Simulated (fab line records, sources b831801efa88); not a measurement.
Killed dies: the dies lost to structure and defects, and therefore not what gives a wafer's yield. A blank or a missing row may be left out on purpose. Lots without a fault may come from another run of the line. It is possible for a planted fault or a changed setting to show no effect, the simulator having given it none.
Which tool did it?	flow sky130	13 lots, 39 wafers sampled, at 2 steps of a route of 708

== WHAT THE GAUGES SHOWED, per wafer ==
SKY_VIA4_RS_MEAS_19: a four-point-probe measurement. Usual: VIA4_W_RS gives 0.228 ohm/sq (standard deviation 0.0035).
lot	measured	on	VIA4_W_RS (ohm/sq)	flag
L526	day 42 09:17	film metro-04	0.222 0.222 0.221	
L525	day 42 14:05	film metro-04	0.229 0.226 0.227	
L527	day 43 04:14	film metro-01	0.225 0.226 0.227	
L528	day 43 19:08	film metro-04	0.229 0.229 0.230	
L529	day 44 04:27	film metro-04	0.231 0.233 0.232	
L531	day 44 09:28	film metro-01	0.232 0.234 0.236	
L530	day 44 11:43	film metro-03	0.229 0.231 0.231	
L532	day 44 17:13	film metro-04	0.227 0.223 0.225	
L533	day 44 21:23	film metro-04	0.232 0.232 0.232	
L534	day 45 07:31	film metro-04	0.223 0.226 0.227	
L543	day 47 13:38	film metro-03	0.228 0.230 0.230	
L547	day 48 11:32	film metro-01	0.229 0.230 0.227	
L548	day 48 16:27	film metro-01	0.228 0.229 0.226	

== TOOL THAT RAN EACH LOT (tool first, then ch and the chambers of the sampled wafers, then the start) ==
lot	SKY_LI_CONTACT_HDPCVD_00
L526	hdpcvd-01 ch 0,2, day 27 13:20
L525	hdpcvd-02 ch 0,2, day 27 15:26
L527	hdpcvd-02 ch 0,1, day 28 09:02
L528	hdpcvd-02 ch 0,1,2, day 29 04:53
L529	hdpcvd-02 ch 0,1,2, day 29 13:11
L531	hdpcvd-01 ch 0,1,2, day 30 00:35
L530	hdpcvd-02 ch 1,2, day 30 02:17
L532	hdpcvd-02 ch 1,2, day 30 09:38
L533	hdpcvd-02 ch 0,1,2, day 30 12:23
L534	hdpcvd-02 ch 0,1, day 31 01:14
L543	hdpcvd-01 ch 0,2, day 33 22:11
L547	hdpcvd-02 ch 0,2, day 35 05:17
L548	hdpcvd-01 ch 0,1,2, day 35 11:47
- SKY_LI_CONTACT_HDPCVD_00: deposits PSG, target thk 930 nm, time 155 s.

== AS READ BY THE TOOLS THEMSELVES (means over the sampled wafers that have a number; for cases with no such wafer, the mark the record gives instead) ==
SKY_LI_CONTACT_HDPCVD_00. Usual: pressure mtorr 5.998 mTorr, standard deviation 0.01; susceptor temp C 600.0 C, standard deviation 0.31.
lot	tool	pressure mtorr (mTorr)	susceptor temp C (C)	flag
L526	hdpcvd-01	6.003	600.0	
L525	hdpcvd-02	5.991	600.0	
L527	hdpcvd-02	6.008	600.1	
L528	hdpcvd-02	6.003	600.4	
L529	hdpcvd-02	5.995	600.0	
L531	hdpcvd-01	5.999	600.3	
L530	hdpcvd-02	6.002	600.2	
L532	hdpcvd-02	6.014	600.1	
L533	hdpcvd-02	6.004	599.9	
L534	hdpcvd-02	5.997	600.2	
L543	hdpcvd-01	5.986	600.0	
L547	hdpcvd-02	5.994	599.9	
L548	hdpcvd-01	6.006	599.6	

== THE ANSWER, worked out from the rows above alone ==
Rule: a lot counts as off when the mean over its wafers that have a number is more than 3 standard deviations away from the usual mean. Also off: a lot with no number at a reading for which 4 or more lots have one. Where the step has rows for the other lots, those lots are counted as sound. The gauges are gone through in route order, then the tools' own readings, and for those a lot's mean is taken as printed above. At the first step where some lot is off, the reading lying furthest off is the one used; lots without a number count as furthest.
Nothing can be told from this: no lot is off at any reading shown.

== WHAT HAD BEEN PUT IN BY THE SIMULATOR ==
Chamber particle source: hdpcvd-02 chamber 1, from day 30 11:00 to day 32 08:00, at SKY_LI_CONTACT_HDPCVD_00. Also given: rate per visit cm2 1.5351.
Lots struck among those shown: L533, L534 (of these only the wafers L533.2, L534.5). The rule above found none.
